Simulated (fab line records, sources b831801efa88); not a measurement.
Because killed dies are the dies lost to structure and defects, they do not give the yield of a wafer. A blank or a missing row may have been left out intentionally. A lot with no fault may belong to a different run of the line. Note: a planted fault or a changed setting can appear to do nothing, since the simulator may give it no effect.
Which tool is to blame? / flow sky130 / route of 708 steps, sampled at 1 step: 7 lots, 21 wafers

== WHAT THE GAUGES READ, wafer by wafer ==
SKY_LI_CONTACT_OVL_MEAS_13.
lot=L317; measured=day 29 09:33; on=overlay-01; LI_CONTACT_OVL (nm)=11 11 12
lot=L320; measured=day 30 03:12; on=overlay-01; LI_CONTACT_OVL (nm)=5 2 5
lot=L325; measured=day 31 21:19; on=overlay-01; LI_CONTACT_OVL (nm)=-5 -12 -17
lot=L328; measured=day 32 22:52; on=overlay-02; LI_CONTACT_OVL (nm)=14 3 5
lot=L332; measured=day 34 04:37; on=overlay-02; LI_CONTACT_OVL (nm)=1 2 -4
lot=L338; measured=day 35 23:17; on=overlay-02; LI_CONTACT_OVL (nm)=6 11 3
lot=L340; measured=day 36 12:38; on=overlay-02; LI_CONTACT_OVL (nm)=11 9 14

== WHAT TOOL EACH LOT RAN ON (gives the tool, then ch and the chambers of the sampled wafers, and finally the start) ==
No process step before these readings appears in the record.

== THE ANSWER, worked out from the rows above alone ==
Rule: the lots themselves supply what counts as usual. The widest of any qualifying gaps counts: lots, ordered by their means at a reading, are off when they make up no more than a third of the lots, leave a main group of 4 or more, and stand apart from it by 3 or more times the standard deviation of that group's means. If all means in a main group match to the digits the tables above print for the reading, that group is not used. Also off: a lot with no number at a reading for which 4 or more lots have one. Where the step has rows for the other lots, those lots are counted as sound.
No lot is off on any of the readings shown, so nothing can be concluded from this.

== WHAT HAD BEEN PUT IN BY THE SIMULATOR ==
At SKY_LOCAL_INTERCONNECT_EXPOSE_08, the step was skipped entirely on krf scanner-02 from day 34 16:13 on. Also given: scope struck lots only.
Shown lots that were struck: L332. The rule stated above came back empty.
